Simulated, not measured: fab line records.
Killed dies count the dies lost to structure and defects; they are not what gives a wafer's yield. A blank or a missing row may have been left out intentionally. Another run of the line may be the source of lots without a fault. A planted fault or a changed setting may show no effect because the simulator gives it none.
What tool caused it?    flow gf180mcu    45 wafers from 15 lots sampled at 2 of the route's 602 steps

## WHAT THE GAUGES READ, wafer by wafer
GF_V5_THK_MEAS_03.
lot   measured      on            V5_CVD_02_THK (nm)
L296  day 26 08:32  filmMetro-04  1458 1496 1487
L297  day 27 03:49  filmMetro-01  1452 1463 1485
L298  day 27 05:24  filmMetro-04  1439 1443 1482
L299  day 27 07:45  filmMetro-04  1463 1467 1483
L300  day 27 23:18  filmMetro-04  1462 1468 1468
L304  day 28 23:53  filmMetro-04  1450 1418 1476
L307  day 29 15:53  filmMetro-01  1430 1452 1486
L310  day 30 15:37  filmMetro-04  1435 1439 1461
L311  day 30 18:27  filmMetro-01  1444 1434 1476
L312  day 31 04:53  filmMetro-04  1433 1417 1427
L314  day 31 13:28  filmMetro-04  1436 1445 1456
L315  day 31 18:11  filmMetro-04  1435 1469 1456
L316  day 32 04:18  filmMetro-03  1424 1426 1415
L317  day 32 09:40  filmMetro-01  1453 1459 1489
L318  day 32 11:43  filmMetro-04  1410 1436 1466

GF_V5_OVL_MEAS_15.
lot   measured      on          V5_OVL (nm)
L296  day 27 06:05  overlay-02  -5 -2 -5
L297  day 28 00:14  overlay-01  -4 -8 -10
L298  day 28 02:22  overlay-02  -4 -3 -9
L299  day 28 04:44  overlay-02  -6 -2 -11
L300  day 28 19:01  overlay-01  -3 -3 -4
L304  day 29 19:44  overlay-01  -3 -8 1
L307  day 30 12:15  overlay-01  -11 -14 -17
L310  day 31 10:21  overlay-01  -12 -6 -6
L311  day 31 12:17  overlay-02  -9 -14 -13
L312  day 31 23:29  overlay-01  -14 -11 0
L314  day 32 07:11  overlay-02  -8 -6 -16
L315  day 32 11:08  overlay-01  -16 -15 -5
L316  day 32 21:25  overlay-01  -12 -9 -6
L317  day 33 01:59  overlay-02  -4 -10 -6
L318  day 33 05:13  overlay-01  4 -3 -9

## WHAT TOOL EACH LOT RAN ON (gives the tool, then ch and the chambers of the sampled wafers, and finally the start)
Before these readings, the record contains no process step.

## AS READ BY THE TOOLS THEMSELVES (means over the sampled wafers that have a number; for cases with no such wafer, the mark the record gives instead)
The record holds no such reading with a usual standard deviation.

## THE ANSWER, worked out from the rows above alone
Rule: usual is defined by the lots themselves. Put in order of their means at a reading, lots are off if they are a third of the lots or fewer, leave a main group of 4 or more, and stand apart from it by a gap of 3 or more times the standard deviation of the main group's means; of several such gaps the widest counts. If all means in a main group match to the digits the tables above print for the reading, that group is not used. Also off: a lot with no number at a reading for which 4 or more lots have one. All remaining lots with rows at the step are treated as sound. Order of review: gauges by route order, followed by the tools' own readings, for which a lot's mean as printed above is used. The first step at which some lot is off is used, and at that step the reading that is off furthest; a lot without a number counts as furthest.
Across all readings shown, no lot is off: no conclusion can be drawn from this.

## WHAT HAD BEEN PUT IN BY THE SIMULATOR
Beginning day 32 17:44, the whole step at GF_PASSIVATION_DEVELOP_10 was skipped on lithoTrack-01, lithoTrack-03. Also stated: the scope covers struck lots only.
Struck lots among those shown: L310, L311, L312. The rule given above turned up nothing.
